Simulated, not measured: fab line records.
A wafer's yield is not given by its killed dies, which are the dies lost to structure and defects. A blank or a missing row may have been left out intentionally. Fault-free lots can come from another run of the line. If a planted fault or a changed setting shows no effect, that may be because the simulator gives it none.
Which of the tools did it? / flow gf180mcu / 36 wafers from 12 lots sampled at 4 of the route's 602 steps

WHAT THE GAUGES SHOWED, per wafer
GF_TOP_METAL_OVL_MEAS_15. Usual: for TOP_METAL_OVL the level is 1.7 nm and the standard deviation is 1.3.
lot=L570; measured=day 28 06:47; on=overlay-02; TOP_METAL_OVL (nm)=1.8 0.7 2.4; flag=
lot=L572; measured=day 28 13:30; on=overlay-01; TOP_METAL_OVL (nm)=3.0 1.0 3.9; flag=
lot=L573; measured=day 28 20:25; on=overlay-01; TOP_METAL_OVL (nm)=2.0 0.6 2.0; flag=
lot=L574; measured=day 29 09:08; on=overlay-01; TOP_METAL_OVL (nm)=0.2 2.0 2.8; flag=
lot=L577; measured=day 30 10:41; on=overlay-02; TOP_METAL_OVL (nm)=2.3 2.9 3.1; flag=
lot=L579; measured=day 30 20:28; on=overlay-01; TOP_METAL_OVL (nm)=0.6 3.5 2.5; flag=
lot=L581; measured=day 31 14:54; on=overlay-01; TOP_METAL_OVL (nm)=1.0 0.2 1.8; flag=
lot=L582; measured=day 31 16:22; on=overlay-01; TOP_METAL_OVL (nm)=1.1 2.5 1.7; flag=
lot=L583; measured=day 31 21:50; on=overlay-01; TOP_METAL_OVL (nm)=1.5 -0.5 -0.5; flag=
lot=L590; measured=day 33 15:41; on=overlay-01; TOP_METAL_OVL (nm)=0.7 2.0 0.9; flag=
lot=L591; measured=day 33 22:03; on=overlay-01; TOP_METAL_OVL (nm)=-1.4 -1.1 -2.1; flag=
lot=L592; measured=day 34 01:53; on=overlay-01; TOP_METAL_OVL (nm)=1.8 1.6 0.0; flag=

GF_PASSIVATION_THK_MEAS_01. Usual: for PASSIVATION_CVD_00_THK the level is 993 nm and the standard deviation is 13.
lot=L570; measured=day 28 07:37; on=film metro-04; PASSIVATION_CVD_00_THK (nm)=994 1001 1016; flag=
lot=L572; measured=day 28 14:20; on=film metro-03; PASSIVATION_CVD_00_THK (nm)=987 991 1013; flag=
lot=L573; measured=day 28 21:52; on=film metro-03; PASSIVATION_CVD_00_THK (nm)=992 996 991; flag=
lot=L574; measured=day 29 10:05; on=film metro-01; PASSIVATION_CVD_00_THK (nm)=996 995 985; flag=
lot=L577; measured=day 30 11:33; on=film metro-01; PASSIVATION_CVD_00_THK (nm)=993 987 1018; flag=
lot=L579; measured=day 30 21:38; on=film metro-04; PASSIVATION_CVD_00_THK (nm)=984 995 1002; flag=
lot=L581; measured=day 31 15:48; on=film metro-01; PASSIVATION_CVD_00_THK (nm)=992 979 993; flag=
lot=L582; measured=day 31 17:23; on=film metro-03; PASSIVATION_CVD_00_THK (nm)=984 982 992; flag=
lot=L583; measured=day 31 22:41; on=film metro-01; PASSIVATION_CVD_00_THK (nm)=974 995 987; flag=
lot=L590; measured=day 33 16:32; on=film metro-03; PASSIVATION_CVD_00_THK (nm)=990 1016 1002; flag=
lot=L591; measured=day 33 22:55; on=film metro-01; PASSIVATION_CVD_00_THK (nm)=993 1013 1006; flag=
lot=L592; measured=day 34 02:46; on=film metro-01; PASSIVATION_CVD_00_THK (nm)=978 994 984; flag=

TOOL THAT RAN EACH LOT (tool first, then ch and the chambers of the sampled wafers, then the start)
lot=L570; GF_V2_CMP_04=cmp-02 ch 1,2,3, day 19 14:17; GF_TOP_METAL_STRIP_17=plasma asher-03 ch 0, day 28 07:01
lot=L572; GF_V2_CMP_04=cmp-02 ch 1,2, day 19 19:41; GF_TOP_METAL_STRIP_17=plasma asher-04 ch 0,1, day 28 13:43
lot=L573; GF_V2_CMP_04=cmp-01 ch 2,3, day 20 03:38; GF_TOP_METAL_STRIP_17=plasma asher-04 ch 0,1, day 28 20:40
lot=L574; GF_V2_CMP_04=cmp-02 ch 0,2,3, day 20 20:12; GF_TOP_METAL_STRIP_17=plasma asher-03 ch 0,1, day 29 09:22
lot=L577; GF_V2_CMP_04=cmp-02 ch 0,3, day 22 06:34; GF_TOP_METAL_STRIP_17=plasma asher-03 ch 0,1, day 30 10:55
lot=L579; GF_V2_CMP_04=cmp-02 ch 0,1,2, day 22 18:33; GF_TOP_METAL_STRIP_17=plasma asher-02 ch 0,1, day 30 20:54
lot=L581; GF_V2_CMP_04=cmp-02 ch 0,2,3, day 23 17:21; GF_TOP_METAL_STRIP_17=plasma asher-02 ch 0,1, day 31 15:08
lot=L582; GF_V2_CMP_04=cmp-01 ch 0,1,3, day 23 22:04; GF_TOP_METAL_STRIP_17=plasma asher-02 ch 0,1, day 31 16:47
lot=L583; GF_V2_CMP_04=cmp-01 ch 0,2,3, day 24 01:09; GF_TOP_METAL_STRIP_17=plasma asher-03 ch 0, day 31 22:04
lot=L590; GF_V2_CMP_04=cmp-02 ch 0,1,2, day 26 03:06; GF_TOP_METAL_STRIP_17=plasma asher-02 ch 0,1, day 33 15:55
lot=L591; GF_V2_CMP_04=cmp-02 ch 0,2,3, day 26 16:01; GF_TOP_METAL_STRIP_17=plasma asher-04 ch 0,1, day 33 22:16
lot=L592; GF_V2_CMP_04=cmp-01 ch 1,2,3, day 26 22:30; GF_TOP_METAL_STRIP_17=plasma asher-03 ch 0,1, day 34 02:08
- GF_V2_CMP_04: polishes SiO2.
- GF_TOP_METAL_STRIP_17: strips in O2/N2.

WHAT THE TOOLS THEMSELVES READ (means of the sampled wafers that have a number; where no wafer has one, the mark that the record gives instead)
GF_V2_CMP_04. Usual: motor current A 13.2 A, standard deviation 0.81; platen rpm 60.01 rpm, standard deviation 0.035; slurry filter dp kPa 13.51 kPa, standard deviation 0.15; time to endpoint s 83 s, standard deviation 5.
lot=L570; tool=cmp-02; motor current A (A)=13.3; platen rpm (rpm)=60.01; slurry filter dp kPa (kPa)=13.63; time to endpoint s (s)=78; flag=
lot=L572; tool=cmp-02; motor current A (A)=13.5; platen rpm (rpm)=60.03; slurry filter dp kPa (kPa)=13.45; time to endpoint s (s)=80; flag=
lot=L573; tool=cmp-01; motor current A (A)=12.8; platen rpm (rpm)=59.96; slurry filter dp kPa (kPa)=13.48; time to endpoint s (s)=83; flag=
lot=L574; tool=cmp-02; motor current A (A)=13.3; platen rpm (rpm)=60.01; slurry filter dp kPa (kPa)=13.44; time to endpoint s (s)=82; flag=
lot=L577; tool=cmp-02; motor current A (A)=13.4; platen rpm (rpm)=59.99; slurry filter dp kPa (kPa)=13.55; time to endpoint s (s)=83; flag=
lot=L579; tool=cmp-02; motor current A (A)=14.1; platen rpm (rpm)=60.02; slurry filter dp kPa (kPa)=13.42; time to endpoint s (s)=79; flag=
lot=L581; tool=cmp-02; motor current A (A)=13.4; platen rpm (rpm)=59.99; slurry filter dp kPa (kPa)=13.51; time to endpoint s (s)=85; flag=
lot=L582; tool=cmp-01; motor current A (A)=12.7; platen rpm (rpm)=60.00; slurry filter dp kPa (kPa)=13.58; time to endpoint s (s)=81; flag=
lot=L583; tool=cmp-01; motor current A (A)=12.5; platen rpm (rpm)=59.99; slurry filter dp kPa (kPa)=13.56; time to endpoint s (s)=83; flag=
lot=L590; tool=cmp-02; motor current A (A)=13.9; platen rpm (rpm)=59.99; slurry filter dp kPa (kPa)=13.55; time to endpoint s (s)=87; flag=
lot=L591; tool=cmp-02; motor current A (A)=13.5; platen rpm (rpm)=60.00; slurry filter dp kPa (kPa)=13.50; time to endpoint s (s)=80; flag=
lot=L592; tool=cmp-01; motor current A (A)=13.1; platen rpm (rpm)=59.98; slurry filter dp kPa (kPa)=13.63; time to endpoint s (s)=76; flag=

GF_TOP_METAL_STRIP_17. Usual: drypump motor current A 6.00 A, standard deviation 0.19; heater power w 336 W, standard deviation 23; oes product au 0.711 a.u., standard deviation 0.0046; strip time to endpoint s 12.90 s, standard deviation 0.097.
lot=L570; tool=plasma asher-03; drypump motor current A (A)=6.23; heater power w (W)=309; oes product au (a.u.)=0.709; strip time to endpoint s (s)=12.91; flag=
lot=L572; tool=plasma asher-04; drypump motor current A (A)=5.94; heater power w (W)=335; oes product au (a.u.)=0.708; strip time to endpoint s (s)=12.94; flag=
lot=L573; tool=plasma asher-04; drypump motor current A (A)=6.03; heater power w (W)=326; oes product au (a.u.)=0.713; strip time to endpoint s (s)=13.00; flag=
lot=L574; tool=plasma asher-03; drypump motor current A (A)=6.05; heater power w (W)=328; oes product au (a.u.)=0.709; strip time to endpoint s (s)=12.80; flag=
lot=L577; tool=plasma asher-03; drypump motor current A (A)=6.05; heater power w (W)=327; oes product au (a.u.)=0.715; strip time to endpoint s (s)=12.98; flag=
lot=L579; tool=plasma asher-02; drypump motor current A (A)=6.05; heater power w (W)=334; oes product au (a.u.)=0.709; strip time to endpoint s (s)=12.82; flag=
lot=L581; tool=plasma asher-02; drypump motor current A (A)=6.11; heater power w (W)=333; oes product au (a.u.)=0.711; strip time to endpoint s (s)=12.83; flag=
lot=L582; tool=plasma asher-02; drypump motor current A (A)=6.06; heater power w (W)=331; oes product au (a.u.)=0.705; strip time to endpoint s (s)=12.86; flag=
lot=L583; tool=plasma asher-03; drypump motor current A (A)=6.24; heater power w (W)=313; oes product au (a.u.)=0.706; strip time to endpoint s (s)=12.89; flag=
lot=L590; tool=plasma asher-02; drypump motor current A (A)=6.12; heater power w (W)=335; oes product au (a.u.)=0.709; strip time to endpoint s (s)=12.84; flag=
lot=L591; tool=plasma asher-04; drypump motor current A (A)=5.94; heater power w (W)=330; oes product au (a.u.)=0.714; strip time to endpoint s (s)=12.96; flag=
lot=L592; tool=plasma asher-03; drypump motor current A (A)=5.90; heater power w (W)=348; oes product au (a.u.)=0.711; strip time to endpoint s (s)=13.03; flag=

THE ANSWER, worked out from the rows above alone
Rule: a lot is off if the mean of its wafers that have a number lies more than 3 standard deviations from the usual mean. Also off: a lot with no number at a reading for which 4 or more lots have one. The other lots that the step has rows for count as sound. After the gauges, taken in route order, come the tools' own readings; for these a lot's mean is taken, as printed above. The first step at which some lot is off is used, and at that step the reading that is off furthest; a lot without a number counts as furthest.
Nothing can be told from this: no lot is off at any reading shown.

WHAT THE SIMULATOR HAD PUT IN
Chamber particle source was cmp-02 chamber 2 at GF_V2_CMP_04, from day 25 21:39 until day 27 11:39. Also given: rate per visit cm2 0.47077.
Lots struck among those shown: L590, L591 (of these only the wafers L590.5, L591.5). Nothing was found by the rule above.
